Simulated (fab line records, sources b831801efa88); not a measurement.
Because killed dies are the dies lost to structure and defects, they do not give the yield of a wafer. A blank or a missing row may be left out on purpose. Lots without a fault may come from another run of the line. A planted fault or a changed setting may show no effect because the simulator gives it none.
fab line records	flow sky130
[record] lots = 6	wafers = 18	last-day = 49
route steps=708 shown VIA3@581 PAD_OPEN@708
lots that met no fault: taken from a fault-free run of the same line
start-h: start of the lot's first displayed wafer, in hours after the record's first day	wait-h: hours elapsed since this lot's preceding step	" the same as in the row above	L1.1+2: one row covering several wafers at once	- no value, or no start given	* or withheld: withheld	< > ~ a bound
route shown NAME@n: names a module that has steps shown in the file, with the first one's number in the route	usual: mean/standard deviation of fault-free wafers	same: alike in all rows	chamber/n: place in a boat	sites: each site's reading	_std_site: standard deviation of those values	_edge_site: mean of outer sites minus mean of inner sites	radius-mm: how far each site lies from the wafer's centre	mask NAME#n: copy n	behind: the tool/chamber that last shaped the wafer	hold: what put the lot on hold/how long, in hours/how the hold closed	device: transistor that didn't switch, given as n, p or np	end of line: the tests these same wafers got at the end of their route	a step given without rows: its recipe and nothing more	killed: not the wafer's yield, but the dies lost to structure and defects at the first sort	map: shows each die of a wafer: x if killed, . if not, _ if none is there
set.NAME: the setting that was run; set.NAME@STEP: the one run at that earlier step	model.NAME: the simulator's own value behind a step, which no gauge read
lots at selected steps of the route; one table per step, one row per wafer
services: a tool's chamber out of use, with start hour (start-h, from the record's first day; less than 0 if before it), hours out, and reason
[[steps]]
[step SKY_VIA3_SOFTBAKE_08]
[recipe] temp-c = 100	time-s = 90	resist = KrF-thick
[step SKY_VIA3_EXPOSE_09]
[recipe] mask-id = VIM3	na = 0.8	source-shape = annular	sigma-inner = 0.55	sigma-outer = 0.85	target-cd-nm = 200	dose-mj = 38
[step SKY_VIA3_PEB_10]
[recipe] peb-temp-c = withheld	peb-time-s = withheld	resist = KrF-thick
[step SKY_VIA3_DEVELOP_11]
[recipe] develop-time-s = 60	resist = KrF-thick	dev-temp-c = 21
[step SKY_VIA3_CD_MEAS_12]
[recipe] target-cd-nm = 200
[usual] cd-nm = 200.1/1.5
lot.wafer	tool	chamber	start-h	wait-h	cd-nm
L344.1	cd-sem-02	-	962.33	-	203.5
L344.3	"	-	"	"	200.9
L344.5	"	-	"	"	200.7
L345.2	cd-sem-02	-	966.43	-	198.9
L345.3	"	-	"	"	198.6
L345.4	"	-	"	"	199.5
L351.1	cd-sem-02	-	1005.12	-	202.1
L351.4	"	-	"	"	200.5
L351.6	"	-	"	"	200.4
L353.2	cd-sem-02	-	1019.65	-	198.4
L353.3	"	-	"	"	200.4
L353.4	"	-	"	"	200.7
L357.4	cd-sem-01	-	1047.52	-	199.8
L357.5	"	-	"	"	200.1
L357.6	"	-	"	"	198.2
L356.2	cd-sem-02	-	1049.80	-	199.6
L356.5	"	-	"	"	198.0
L356.6	"	-	"	"	198.7
[step SKY_VIA3_OVL_MEAS_13]
[usual] VIA3_OVL = 1/6.7
lot.wafer	tool	chamber	start-h	wait-h	VIA3_OVL[nm]
L344.1	overlay-01	-	962.45	0.1	-4
L344.3	"	-	"	"	-10
L344.5	"	-	"	"	-10
L345.2	overlay-02	-	966.54	0.1	20
L345.3	"	-	"	"	15
L345.4	"	-	"	"	11
L351.1	overlay-01	-	1005.24	0.1	0
L351.4	"	-	"	"	8
L351.6	"	-	"	"	3
L353.2	overlay-01	-	1019.76	0.1	5
L353.3	"	-	"	"	3
L353.4	"	-	"	"	1
L357.4	overlay-01	-	1047.60	0.1	5
L357.5	"	-	"	"	2
L357.6	"	-	"	"	5
L356.2	overlay-01	-	1049.91	0.1	0
L356.5	"	-	"	"	-1
L356.6	"	-	"	"	8
[step SKY_VIA3_ETCH_14]
[recipe] chemistry = N2/H2	target = BARC	ion-energy-ev = 200	source-w = 500	bias-w = 100	pressure-mtorr = 30	n2-flow-sccm = 100	h2-flow-sccm = 200	stop-on = SiO2	time-s = 45.9	target-depth-a = 600
[usual] drypump-motor-current-A = 5.66/0.27	h2-flow-sccm = 200.0/0.59	n2-flow-sccm = 99.99/0.3	oes-product-au = 0.854/0.005	throttle-valve-pct = 13.225/0.009
[same] time-s = 45.9
lot.wafer	tool	chamber	start-h	wait-h	drypump-motor-current-A	h2-flow-sccm	n2-flow-sccm	oes-product-au	rf-hours-counter-h	throttle-valve-pct
L344.1	rie-diel-01	3	962.49	0.0	5.28	199.6	99.06	0.851	21	13.238
L344.3	"	1	"	"	5.84	200.6	100.02	0.848	12	13.217
L344.5	"	0	"	"	5.52	199.5	99.41	0.852	-	13.215
L345.2	rie-diel-03	0	966.57	0.0	5.34	200.3	100.15	0.843	7	13.226
L345.3	"	1	"	"	5.60	199.6	100.02	0.849	6	13.218
L345.4	"	2	"	"	5.68	199.4	100.05	0.856	-	13.231
L351.1	rie-diel-01	2	1005.28	0.0	5.85	200.9	100.34	0.856	4	13.225
L351.4	"	1	"	"	5.86	199.2	100.60	0.857	13	13.221
L351.6	"	0	"	"	5.53	200.5	99.71	0.855	-	13.234
L353.2	rie-diel-03	3	1019.79	0.0	6.02	200.4	99.87	0.849	12	13.236
L353.3	"	1	"	"	5.61	200.2	99.46	0.851	8	13.230
L353.4	"	0	"	"	5.34	198.6	100.31	0.854	-	13.221
L357.4	rie-diel-03	1	1047.62	0.0	5.61	199.0	99.62	0.856	8	13.224
L357.5	"	2	"	"	5.69	199.8	99.96	0.862	-	13.244
L357.6	"	1	"	"	5.58	199.0	99.97	0.858	-	13.232
L356.2	rie-diel-01	2	1049.94	0.0	5.86	199.2	100.40	0.849	5	13.238
L356.5	"	1	"	"	5.85	200.0	99.97	0.857	-	13.221
L356.6	"	0	"	"	5.56	200.1	100.07	0.856	-	13.234
[step SKY_VIA3_ETCH_15]
[recipe] target = SiO2	chemistry = C4F8/O2/Ar	target-depth-nm = 507	stop-on = TiN	mask-material = KrF-thick	source-w = 1500	bias-w = 1200	pressure-mtorr = 40	c4f8-flow-sccm = withheld	O2_flow_sccm = 6	Ar_flow_sccm = 300	time-s = 78
[usual] oes-product-au = 0.946/0.0043
[same] time-s = 78
lot.wafer	tool	chamber	start-h	wait-h	oes-product-au	rf-hours-counter-h
L344.1	rie-diel-01	3	962.53	0.0	0.944	21
L344.3	"	1	"	"	0.946	12
L344.5	"	0	"	"	0.932	-
L345.2	rie-diel-03	0	966.61	0.0	0.939	7
L345.3	"	1	"	"	0.948	6
L345.4	"	2	"	"	0.945	-
L351.1	rie-diel-01	2	1005.32	0.0	0.940	4
L351.4	"	1	"	"	0.951	13
L351.6	"	0	"	"	0.941	-
L353.2	rie-diel-03	3	1019.83	0.0	0.944	12
L353.3	"	1	"	"	0.947	8
L353.4	"	0	"	"	0.951	-
L357.4	rie-diel-03	1	1047.66	0.0	0.952	8
L357.5	"	2	"	"	0.952	-
L357.6	"	1	"	"	0.948	-
L356.2	rie-diel-01	2	1049.98	0.0	0.941	5
L356.5	"	1	"	"	0.948	-
L356.6	"	0	"	"	0.944	-
[step SKY_VIA3_STRIP_16]
[recipe] chemistry = O2/N2	power-w = 1400	pressure-mtorr = 1500	platen-temp-c = withheld	o2-flow-sccm = 3000	n2-flow-sccm = 300	overash-fraction = 0.5
[usual] drypump-motor-current-A = 5.5/0.49	n2-flow-sccm = 300.0/0.85	oes-product-au = 0.401/0.0045	strip-time-to-endpoint-s = 4.127/0.023
lot.wafer	tool	chamber	start-h	wait-h	drypump-motor-current-A	n2-flow-sccm	oes-product-au	rf-hours-counter-h	strip-time-to-endpoint-s
L344.1	plasma-asher-03	1	962.59	0.0	5.1	301.0	0.408	114	4.131
L344.3	"	0	"	"	5.1	299.8	0.406	-	4.141
L344.5	"	0	"	"	5.0	299.2	0.395	-	4.127
L345.2	plasma-asher-02	1	966.67	0.0	5.2	299.8	0.398	83	4.131
L345.3	"	1	"	"	5.2	301.2	0.402	-	4.133
L345.4	"	0	"	"	6.3	300.0	0.397	-	4.116
L351.1	plasma-asher-02	1	1005.38	0.0	5.2	299.8	0.401	88	4.124
L351.4	"	0	"	"	6.2	301.4	0.396	-	4.117
L351.6	"	0	"	"	6.3	300.7	0.400	-	4.122
L353.2	plasma-asher-04	0	1019.89	0.0	6.0	300.0	0.399	26	4.113
L353.3	"	1	"	"	5.5	299.6	0.400	-	4.133
L353.4	"	0	"	"	6.0	300.3	0.398	-	4.113
L357.4	plasma-asher-03	0	1047.75	0.1	5.0	299.6	0.410	-	4.140
L357.5	"	0	"	"	5.0	299.2	0.404	-	4.113
L357.6	"	1	"	"	5.0	301.5	0.406	-	4.128
L356.2	plasma-asher-04	0	1050.04	0.0	6.0	300.3	0.410	29	4.145
L356.5	"	0	"	"	6.0	301.5	0.404	-	4.146
L356.6	"	1	"	"	5.5	298.5	0.392	-	4.120
[step SKY_VIA3_STRIP_17]
[recipe] chemistry = post-etch-residue-remover	time-s = 1200	temp-c = 72.5
[step SKY_VIA3_CLEAN_18]
[recipe] chemistry = IPA	time-s = 180	temp-c = 25
[step SKY_VIA3_CLEAN_19]
[recipe] chemistry = O3/DIW	dry = n2-spin
[step SKY_VIA3_SPUTTER_20]
[recipe] material = TiN	target-thk-nm = 20	chamber-pressure-pa = 5	power-w = 4000	time-s = 80
[usual] throttle-valve-pct = 29.9/1.1
lot.wafer	tool	chamber	start-h	wait-h	throttle-valve-pct	model.TiN_of_VIA3_SPUTTER_20.thk-nm
L344.1	pvd-sputter-04	-	963.19	0.0	28.7	20.31
L344.3	"	-	"	"	32.2	20.22
L344.5	"	-	"	"	32.0	20.15
L345.2	pvd-sputter-03	-	967.30	0.0	29.2	19.71
L345.3	"	-	"	"	28.5	19.65
L345.4	"	-	"	"	30.0	19.98
L351.1	pvd-sputter-04	-	1005.97	0.0	28.3	19.92
L351.4	"	-	"	"	32.1	20.03
L351.6	"	-	"	"	30.6	20.47
L353.2	pvd-sputter-04	-	1020.48	0.0	28.6	20.07
L353.3	"	-	"	"	30.3	20.63
L353.4	"	-	"	"	29.2	20.25
L357.4	pvd-sputter-03	-	1048.34	0.0	29.9	20.21
L357.5	"	-	"	"	28.8	20.23
L357.6	"	-	"	"	30.0	20.07
L356.2	pvd-sputter-03	-	1050.66	0.0	29.4	19.74
L356.5	"	-	"	"	29.9	19.8
L356.6	"	-	"	"	29.0	19.75
[step SKY_VIA3_CVD_21]
[recipe] material = W	target-thk-nm = 390	time-s = 117.31	temp-c = 400	pressure-torr = 40
[usual] heater-power-w = 829/24
[same] time-s = 117.31
lot.wafer	tool	chamber	start-h	wait-h	heater-power-w
L344.1	cvd-w-01	1	963.25	0.0	820
L344.3	"	0	"	"	827
L344.5	"	1	"	"	853
L345.2	cvd-w-01	0	967.36	0.0	836
L345.3	"	0	"	"	866
L345.4	"	1	"	"	839
L351.1	cvd-w-02	1	1006.04	0.0	809
L351.4	"	0	"	"	795
L351.6	"	0	"	"	789
L353.2	cvd-w-01	0	1020.54	0.0	832
L353.3	"	1	"	"	847
L353.4	"	0	"	"	845
L357.4	cvd-w-01	0	1048.45	0.1	812
L357.5	"	0	"	"	850
L357.6	"	1	"	"	843
L356.2	cvd-w-01	0	1050.72	0.0	842
L356.5	"	0	"	"	823
L356.6	"	1	"	"	850
[step SKY_PAD_OPEN_PROBE_99]
[usual] defect-limited-yield = 82.4/1.9	killed_at_M0_to_M3 = 44/7.5	killed_at_M4_up = 3.2/1.9	killed-at-contacts = 23/4.7	killed-at-front-end = 15/4.7	killed-at-other = 0.4/0.66	killed-dies = 87/9.3	killed-open = 47/7.2	killed-short = 39/6.5	sort_bin_3_pad_short = 0.8/0.39	sort_bin_5_function = 10.5/1.4	sort_bin_6_memory = 6.3/1.2	sort-n-pass = 405/9.3	sort-yield-pct = 82.4/1.9
[same] gross-dies = 492	killed-at-back-side = 0	sort_bin_4_leakage[%] = 0	sort_bin_8_speed[%] = 0
lot.wafer	tool	chamber	start-h	wait-h	defect-limited-yield[%]	killed_at_M0_to_M3	killed_at_M4_up	killed-at-contacts	killed-at-front-end	killed-at-other	killed-dies	killed-open	killed-short	sort_bin_3_pad_short[%]	sort_bin_5_function[%]	sort_bin_6_memory[%]	sort-n-pass	sort-yield-pct[%]
L344.1	prober-02	-	1107.54	0.1	80.9	45	3	30	16	0	94	58	36	0.4	10.4	8.3	398	80.9
L344.3	prober-02	-	1107.64	0.2	81.7	28	6	32	24	0	90	38	52	1.4	8.1	8.7	402	81.7
L344.5	prober-02	-	1107.74	0.2	80.7	62	3	16	14	0	95	48	47	1.4	11.4	6.5	397	80.7
L345.3	prober-01	-	1109.38	0.2	84.1	43	2	18	14	1	78	35	39	0.8	7.9	7.1	414	84.1
// killed by level:class
L344.1 CONTACT:geometric-particle:open=15 VIA1:geometric-particle:open=14 METAL2:geometric-particle:short=11 LI_CONTACT:geometric-particle:open=6 METAL1:geometric-particle:short=6 FIELD_ISO:geometric-particle:open=5 LOCAL_INTERCONNECT:geometric-particle:short=5 POLY_GATE:geometric-particle:short=4
L344.3 CONTACT:geometric-particle:open=9 FIELD_ISO:geometric-particle:short=7 LI_CONTACT:geometric-particle:open=7 FIELD_ISO:geometric-particle:open=6 METAL2:geometric-particle:short=6 POLY_GATE:geometric-particle:short=5 LI_CONTACT:geometric-particle:short=5 LOCAL_INTERCONNECT:geometric-particle:short=5
L344.5 VIA1:geometric-particle:open=13 METAL2:geometric-particle:short=11 VIA2:geometric-particle:open=10 VIA1:geometric-particle:short=8 VIA3:geometric-particle:open=7 CONTACT:geometric-particle:open=6 CONTACT:geometric-particle:short=5 METAL1:geometric-particle:short=5
L345.3 VIA3:geometric-particle:open=9 FIELD_ISO:geometric-particle:short=6 VIA1:geometric-particle:open=6 METAL1:geometric-particle:short=6 CONTACT:geometric-particle:short=5 METAL2:geometric-particle:short=5 CONTACT:geometric-particle:open=4 VIA2:geometric-particle:open=4
[[services]]
tool	chamber	start-h	hours	kind
pvd-sputter-04	-	967.10	2.8	repair
rie-diel-03	2	987.48	-	clean
rie-diel-03	2	987.48	15.0	scheduled-down
rie-diel-03	2	987.48	15.0	vent-cycle
rie-diel-01	0	1008.08	9.8	repair
rie-diel-01	1	1009.95	2.3	repair
rie-diel-03	2	1016.45	8.3	repair
rie-diel-01	2	1038.91	6.5	repair
[[key]]
first-sign none at tools or gauges
[model-effect] step = SKY_VIA3_SPUTTER_20	value = TiN_of_VIA3_SPUTTER_20.thk-nm	without = 19.77	struck = 20.55
met-at SKY_VIA3_SPUTTER_20
struck-wafers L351.6,L353.3
onset-between 963.19 1005.97
[fault] kind = process-parameter-drift	tool = pvd-sputter-04	chamber = -	onset-h = 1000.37	steps = SKY_VIA3_SPUTTER_20	channel = time-s	offset = *	shape = step	end-h = 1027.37	scope = struck-wafers-only	acts-in = *	stated = *
